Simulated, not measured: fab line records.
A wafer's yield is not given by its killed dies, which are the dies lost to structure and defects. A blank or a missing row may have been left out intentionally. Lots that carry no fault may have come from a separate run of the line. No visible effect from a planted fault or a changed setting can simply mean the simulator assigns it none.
Which tool did it? | flow gf180mcu | 7 lots with 21 wafers sampled at 2 steps, on a route of 602 steps

== WHAT THE GAUGES READ, wafer by wafer ==
GF_VT_IMPLANT_TW_MEAS_43.
lot  | measured     | on           | VT_IMPLANT_4_TW
L359 | day 8 08:49  | filmMetro-02 | 689 693 691
L364 | day 9 20:35  | filmMetro-02 | 690 692 691
L368 | day 10 22:19 | filmMetro-02 | 714 709 714
L370 | day 11 08:49 | filmMetro-02 | 713 715 714
L374 | day 12 22:57 | filmMetro-04 | 687 683 684
L376 | day 13 03:10 | filmMetro-02 | 688 692 686
L379 | day 13 23:31 | filmMetro-02 | 688 692 688

== EACH LOT AND THE TOOL THAT RAN IT (in order: tool; ch and the chambers of the sampled wafers; start) ==
lot  | GF_VT_IMPLANT_IMPLANT_41
L359 | implanter-01 ch 0, day 8 08:34
L364 | implanter-04 ch 0, day 9 20:22
L368 | implanter-04 ch 0, day 10 22:04
L370 | implanter-04 ch 0, day 11 08:35
L374 | implanter-03 ch 0, day 12 22:37
L376 | implanter-03 ch 0, day 13 02:55
L379 | implanter-01 ch 0, day 13 23:16
- GF_VT_IMPLANT_IMPLANT_41

== THE ANSWER, worked out from the rows above alone ==
Rule: what is usual is taken from the lots themselves. Put in order of their means at a reading, lots are off if they are a third of the lots or fewer, leave a main group of 4 or more, and stand apart from it by a gap of 3 or more times the standard deviation of the main group's means; of several such gaps the widest counts. Not used: any main group whose means are identical at the precision the tables above print for the reading. A lot without any number at a reading at which 4 lots or more have one is off too. Any other lot the step has rows for is counted as sound.
Off: at GF_VT_IMPLANT_TW_MEAS_43 (VT_IMPLANT_4_TW), L368, L370. The main group: mean 689, standard deviation 2.3.
A tool fits if, at a process step before that reading, it ran every lot that is off, and no sound lot after the first of them. The gauges at GF_VT_IMPLANT_TW_MEAS_43 are tried like those tools. One candidate fits, namely implanter-04 at GF_VT_IMPLANT_IMPLANT_41. A fault onset in the window from L364 (day 9 20:22, its last sound lot) to L368 (day 10 22:04, its first lot off) fits.

== WHAT THE SIMULATOR PUT IN ==
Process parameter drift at GF_VT_IMPLANT_IMPLANT_41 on implanter-04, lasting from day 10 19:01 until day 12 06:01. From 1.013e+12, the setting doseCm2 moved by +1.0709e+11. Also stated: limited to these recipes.
Shown lots that were struck: L368, L370. The rule given above showed the same thing.
